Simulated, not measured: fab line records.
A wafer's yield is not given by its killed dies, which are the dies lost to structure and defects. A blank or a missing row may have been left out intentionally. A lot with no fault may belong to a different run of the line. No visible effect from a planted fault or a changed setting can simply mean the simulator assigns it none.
The tool behind it: which one? -- flow sky130 -- 7 lots, 21 wafers sampled, at 2 steps of a route of 708

## WHAT THE GAUGES SHOWED, per wafer
SKY_RES_XHIGH_TW_MEAS_09.
lot,measured,on,RES_XHIGH_TW
L856,day 27 07:53,film_metro-02,1631 1635 1634
L858,day 28 05:47,film_metro-02,30 30 30 30 30 30
L866,day 30 21:35,film_metro-02,1626 1638 1625
L869,day 31 21:28,film_metro-04,1625 1623 1637
L871,day 32 20:12,film_metro-04,1614 1625 1616
L873,day 33 05:50,film_metro-02,1630 1627 1638
L875,day 33 11:47,film_metro-04,1629 1626 1638

## TOOL THAT RAN EACH LOT (tool first, then ch and the chambers of the sampled wafers, then the start)
lot,SKY_RES_XHIGH_EXPOSE_04
L856,"iline_stepper-01 ch 0, day 26 17:13"
L858,"iline_stepper-01, day 27 15:05"
L866,"iline_stepper-01 ch 0, day 30 07:29"
L869,"iline_stepper-01 ch 0, day 31 07:54"
L871,"iline_stepper-01 ch 0, day 32 06:54"
L873,"iline_stepper-01 ch 0, day 32 13:14"
L875,"iline_stepper-01 ch 0, day 32 22:54"
- SKY_RES_XHIGH_EXPOSE_04: exposes mask URPM, target cd 1270 nm.

## THE ANSWER, worked out from the rows above alone
Rule: usual is defined by the lots themselves. Put in order of their means at a reading, lots are off if they are a third of the lots or fewer, leave a main group of 4 or more, and stand apart from it by a gap of 3 or more times the standard deviation of the main group's means; of several such gaps the widest counts. A main group is skipped when, at the precision printed for the reading in the tables above, its means are all equal. A lot without any number at a reading at which 4 lots or more have one is off too. Any other lot the step has rows for is counted as sound.
Off: at SKY_RES_XHIGH_TW_MEAS_09 (RES_XHIGH_TW), L858. Mean 1629 and standard deviation 4.9 in the main group.
If a tool, at a process step before that reading, ran all the lots that are off and no sound lot after the first of them, it fits. Gauges at SKY_RES_XHIGH_TW_MEAS_09: tried the same way as those tools. Not one of the candidates tried fits.

## WHAT THE SIMULATOR HAD PUT IN
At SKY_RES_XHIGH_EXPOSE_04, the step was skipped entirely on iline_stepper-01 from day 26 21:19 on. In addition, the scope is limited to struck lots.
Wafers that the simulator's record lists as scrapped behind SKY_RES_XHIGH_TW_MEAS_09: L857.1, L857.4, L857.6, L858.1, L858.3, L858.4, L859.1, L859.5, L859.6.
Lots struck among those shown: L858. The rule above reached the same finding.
